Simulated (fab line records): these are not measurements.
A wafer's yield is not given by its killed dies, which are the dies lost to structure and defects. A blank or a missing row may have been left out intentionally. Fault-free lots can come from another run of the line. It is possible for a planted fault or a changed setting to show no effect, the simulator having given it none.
Chamber matching    flow gf180mcu    cmp-02 running GF_V4_CMP_04: 4 sister chambers
The step polishes SiO2. 4 wafers are shown with their chamber, then 7 later ones without.

## WAFERS PAIRED WITH THEIR CHAMBERS
wafer   chamber  motor current A (A)
L778.1  1        9.6
L790.2  3        15.6
L790.3  2        16.2
L791.3  0        14.5

## WAFERS WITH NO CHAMBER GIVEN
wafer   motor current A (A)
L791.4  9.4
L796.1  9.2
L796.2  14.6
L796.4  14.3
L797.1  9.2
L797.2  14.6
L797.3  16.3

## WHICH CHAMBER EACH ONE RAN IN
wafer    from the rows above   in truth
L791.4   1                     1
L796.1   1                     1
L796.2   0                     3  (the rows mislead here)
L796.4   0                     0
L797.1   1                     1
L797.2   0                     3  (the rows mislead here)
L797.3   2                     2
5 of 7 placed correctly. Can't be placed from these rows: 0. 2 placed wrongly.
How it was worked out, from the rows above alone: a wafer's distance from a chamber is the root of the sum, over the readings, of the square of ((its reading less the chamber's mean) divided by the reading's scatter). If the next closest chamber is less than 2 further off than the closest, the wafer can't be placed; otherwise it belongs to the closest. The mean given for a chamber averages the wafers shown for that chamber. The scatter: with one shown wafer a chamber, the root of the mean of the squares of how far each hidden wafer lies from its nearest shown one.
